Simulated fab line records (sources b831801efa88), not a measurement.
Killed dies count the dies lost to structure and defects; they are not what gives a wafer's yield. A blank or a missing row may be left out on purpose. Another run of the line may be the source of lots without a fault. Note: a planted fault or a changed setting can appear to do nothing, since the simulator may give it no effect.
Which tool was responsible? -- flow sky130 -- 11 lots, 33 wafers sampled, at 6 steps of a route of 708

## WHAT THE GAUGES READ, wafer by wafer
SKY_POLY_GATE_THK_MEAS_01.
lot,measured,on,POLY_GATE_CVD_00_THK (nm)
L842,day 15 15:41,film metro-02,181.3 180.7 180.2
L841,day 15 18:44,film metro-01,178.5 178.9 179.0
L845,day 16 11:37,film metro-01,178.3 178.6 177.9
L847,day 17 17:32,film metro-04,179.1 178.0 178.9
L848,day 17 21:39,film metro-02,181.0 181.9 180.4
L851,day 18 21:22,film metro-01,182.7 180.2 182.0
L853,day 19 17:35,film metro-01,178.0 179.4 179.8
L854,day 20 03:19,film metro-01,177.4 176.2 176.3
L858,day 21 08:18,film metro-02,178.7 178.1 178.2
L860,day 21 23:58,film metro-02,179.3 178.8 179.4
L862,day 23 04:18,film metro-04,179.8 178.6 179.9

SKY_POLY_GATE_THK_MEAS_21.
lot,measured,on,POLY_GATE_OXIDATION_THK (nm)
L842,day 18 06:18,film metro-02,3.93 3.95 3.95
L841,day 18 08:54,film metro-04,3.93 4.06 4.03
L845,day 19 03:58,film metro-02,3.96 3.95 3.95
L847,day 20 09:53,film metro-01,3.99 3.95 3.99
L848,day 20 14:43,film metro-04,4.02 4.04 4.04
L851,day 21 17:01,film metro-02,3.76 3.79 3.75
L853,day 22 10:24,film metro-04,3.97 4.03 4.06
L854,day 22 19:07,film metro-04,4.02 3.99 3.99
L858,day 24 01:04,film metro-04,3.90 3.95 3.83
L860,day 24 16:09,film metro-04,4.04 4.10 4.03
L862,day 25 17:58,film metro-01,3.90 3.87 3.89

SKY_LDD_N_TW_MEAS_17.
lot,measured,on,LDD_N_TW
L842,day 19 14:36,film metro-03,2532 2544 2526
L841,day 19 16:07,film metro-02,2528 2538 2530
L845,day 20 12:31,film metro-01,2561 2573 2558
L847,day 21 17:40,film metro-03,2555 2544 2550
L848,day 21 22:15,film metro-01,2548 2528 2557
L851,day 23 01:05,film metro-02,2487 2475 2483
L853,day 23 18:03,film metro-01,2519 2525 2508
L854,day 24 02:30,film metro-01,2559 2558 2562
L858,day 25 07:44,film metro-03,2540 2538 2532
L860,day 25 22:29,film metro-02,2528 2530 2538
L862,day 27 00:33,film metro-01,2556 2576 2579

## WHICH TOOL RAN EACH LOT (tool, then ch and the chambers of the sampled wafers, then the start)
lot,SKY_RES_PROTECT_STRIP_07,SKY_LDD_N_IMPLANT_11,SKY_LDD_N_STRIP_16
L842,"plasma asher-03 ch 0,1, day 16 20:46","implanter-04 ch 0, day 19 13:47","plasma asher-03 ch 0,1, day 19 14:31"
L841,"plasma asher-01 ch 0,1, day 16 23:56","implanter-03 ch 0, day 19 15:18","plasma asher-03 ch 0,1, day 19 16:01"
L845,"plasma asher-01 ch 0,1, day 17 16:35","implanter-03 ch 0, day 20 11:40","plasma asher-01 ch 0,1, day 20 12:25"
L847,"plasma asher-02 ch 0,1, day 18 23:02","implanter-02 ch 0, day 21 16:49","plasma asher-04 ch 0,1, day 21 17:34"
L848,"plasma asher-03 ch 0,1, day 19 04:02","implanter-02 ch 0, day 21 21:26","plasma asher-04 ch 0,1, day 21 22:10"
L851,"plasma asher-02 ch 0,1, day 20 04:08","implanter-02 ch 0, day 23 00:14","plasma asher-01 ch 0,1, day 23 00:58"
L853,"plasma asher-02 ch 0,1, day 21 00:13","implanter-02 ch 0, day 23 17:14","plasma asher-01 ch 0,1, day 23 17:58"
L854,"plasma asher-03 ch 0,1, day 21 09:29","implanter-03 ch 0, day 24 01:41","plasma asher-03 ch 0,1, day 24 02:25"
L858,"plasma asher-02 ch 0,1, day 22 14:37","implanter-04 ch 0, day 25 06:55","plasma asher-03 ch 0,1, day 25 07:39"
L860,"plasma asher-01 ch 0,1, day 23 06:02","implanter-03 ch 0, day 25 21:38","plasma asher-03 ch 0,1, day 25 22:22"
L862,"plasma asher-01 ch 0,1, day 24 09:50","implanter-04 ch 0, day 26 23:44","plasma asher-01 ch 0,1, day 27 00:28"
- SKY_RES_PROTECT_STRIP_07: strips in O2/N2.
- SKY_LDD_N_IMPLANT_11
- SKY_LDD_N_STRIP_16: strips in O2/N2.

## WHAT THE TOOLS THEMSELVES READ (means of the sampled wafers that have a number; where no wafer has one, the mark that the record gives instead)
SKY_RES_PROTECT_STRIP_07.
lot,tool,drypump motor current A (A),oes product au (a.u.),strip time to endpoint s (s)
L842,plasma asher-03,6.2,0.519,23.30
L841,plasma asher-01,5.4,0.522,23.17
L845,plasma asher-01,5.4,0.520,23.28
L847,plasma asher-02,5.9,0.519,23.21
L848,plasma asher-03,6.2,0.517,23.37
L851,plasma asher-02,5.9,0.517,23.34
L853,plasma asher-02,5.9,0.518,23.33
L854,plasma asher-03,6.2,0.517,23.33
L858,plasma asher-02,6.0,0.516,23.26
L860,plasma asher-01,5.4,0.517,23.29
L862,plasma asher-01,5.6,0.518,23.33

SKY_LDD_N_IMPLANT_11.
lot,tool,dose ions cm2,end station pressure torr (Torr),faraday current uA
L842,implanter-04,7.507e+13,5.43e-06,419
L841,implanter-03,7.491e+13,5.30e-06,430
L845,implanter-03,7.507e+13,5.31e-06,418
L847,implanter-02,7.489e+13,5.34e-06,423
L848,implanter-02,7.504e+13,5.34e-06,419
L851,implanter-02,4.578e+13,5.17e-06,254
L853,implanter-02,4.578e+13,5.09e-06,259
L854,implanter-03,7.498e+13,4.99e-06,419
L858,implanter-04,7.499e+13,5.35e-06,425
L860,implanter-03,7.499e+13,5.34e-06,428
L862,implanter-04,7.506e+13,5.49e-06,420

SKY_LDD_N_STRIP_16.
lot,tool,drypump motor current A (A),oes product au (a.u.),strip time to endpoint s (s)
L842,plasma asher-03,6.2,0.404,4.313
L841,plasma asher-03,6.2,0.409,4.315
L845,plasma asher-01,5.4,0.403,4.312
L847,plasma asher-04,5.4,0.404,4.299
L848,plasma asher-04,5.4,0.411,4.301
L851,plasma asher-01,5.4,0.407,4.227
L853,plasma asher-01,5.4,0.414,4.220
L854,plasma asher-03,6.2,0.403,4.327
L858,plasma asher-03,6.2,0.406,4.293
L860,plasma asher-03,6.2,0.411,4.307
L862,plasma asher-01,5.4,0.407,4.304

## THE ANSWER, worked out from the rows above alone
Rule: the lots themselves supply what counts as usual. The widest of any qualifying gaps counts: lots, ordered by their means at a reading, are off when they make up no more than a third of the lots, leave a main group of 4 or more, and stand apart from it by 3 or more times the standard deviation of that group's means. Not used: any main group whose means are identical at the precision the tables above print for the reading. Also off: a lot with no number at a reading for which 4 or more lots have one. Any other lot the step has rows for is counted as sound. Order of review: gauges by route order, followed by the tools' own readings, for which a lot's mean as printed above is used. The first step at which some lot is off is used, and at that step the reading that is off furthest; a lot without a number counts as furthest.
Off at SKY_LDD_N_IMPLANT_11 (dose ions cm2): L851, L853. Main group: mean 7.500e+13, sd 6.3e+10.
If a tool, at that step or one of the process steps before it, ran each lot that is off and ran no sound lot following the first of them, it fits. One candidate fits, namely implanter-02 at SKY_LDD_N_IMPLANT_11. A fault onset in the window from L848 (day 21 21:26, its last sound lot) to L851 (day 23 00:14, its first lot off) fits.
The tool's own readings at SKY_LDD_N_IMPLANT_11 bear it out: on the lots that are off they differ by more than 5 times the standard deviation of the sound lots' means. dose ions cm2 reads 4.578e+13 there against 7.500e+13 on the sound lots; faraday current uA reads 256 there against 422 on the sound lots.

## WHAT THE SIMULATOR PUT IN
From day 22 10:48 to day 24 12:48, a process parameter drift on implanter-02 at SKY_LDD_N_IMPLANT_11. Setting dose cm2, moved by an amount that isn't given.
Struck lots among those shown: L851, L853. The rule given above showed the same thing.
